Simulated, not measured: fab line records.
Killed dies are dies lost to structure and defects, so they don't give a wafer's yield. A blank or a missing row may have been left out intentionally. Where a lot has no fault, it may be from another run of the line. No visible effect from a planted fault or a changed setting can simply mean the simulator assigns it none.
Chamber matching	flow gf180mcu	hdpcvd-01 running GF_CONTACT_CVD_00: 3 sister chambers
The step deposits SiO2, target thk 300 nm, time 50 s. 14 wafers are shown with their chamber, then 7 later ones without.

WAFERS WITH THEIR CHAMBER
wafer	chamber	run_length_s (s)	pressure_mtorr (mTorr)
L686.2	0	78.1	5.999
L686.3	0	77.7	6.004
L686.4	0	78.4	6.005
L687.2	1	78.6	6.014
L687.3	0	77.6	5.996
L687.5	2	77.2	5.998
L690.1	1	78.5	5.981
L690.4	0	78.0	6.008
L690.6	2	77.4	6.001
L693.3	1	78.3	6.012
L693.4	2	77.2	6.003
L693.5	0	77.9	5.990
L706.2	1	78.7	6.000
L706.4	2	77.4	6.016

SIGNATURES (means of the wafers above)
reading	chamber 0	chamber 1	chamber 2	scatter within a chamber
run_length_s	77.950	78.525	77.300	0.222
pressure_mtorr	6.00033	6.00175	6.00450	0.01
Rule: a wafer lies at a distance from a chamber equal to the root of the sum of squares, over the readings, of (its reading less the chamber's mean, divided by the reading's scatter). The wafer belongs to the nearest chamber; if the next one is less than 2 further off, it can't be placed. The scatter is the square root of a quotient: the sum, over the shown wafers, of each reading's squared deviation from its chamber's mean, divided by wafers minus chambers.

WAFERS WITHOUT THEIR CHAMBER
wafer	run_length_s (s)	pressure_mtorr (mTorr)
L706.6	78.1	6.008
L707.1	77.3	6.007
L707.3	78.7	5.991
L707.6	78.4	6.005
L708.1	78.6	5.982
L708.2	78.3	6.007
L708.5	78.6	5.991

EACH ONE'S CHAMBER
wafer	from the rows above	in truth
L706.6	can't be placed: 0 or 1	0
L707.1	2	2
L707.3	1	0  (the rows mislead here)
L707.6	can't be placed: 1 or 0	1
L708.1	can't be placed: 1 or 0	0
L708.2	can't be placed: 1 or 0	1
L708.5	can't be placed: 1 or 0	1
Correctly placed: 1 of 7. Unplaceable from these rows: 5, with the true chamber sitting among the candidates in 5. Placed wrongly: 1.
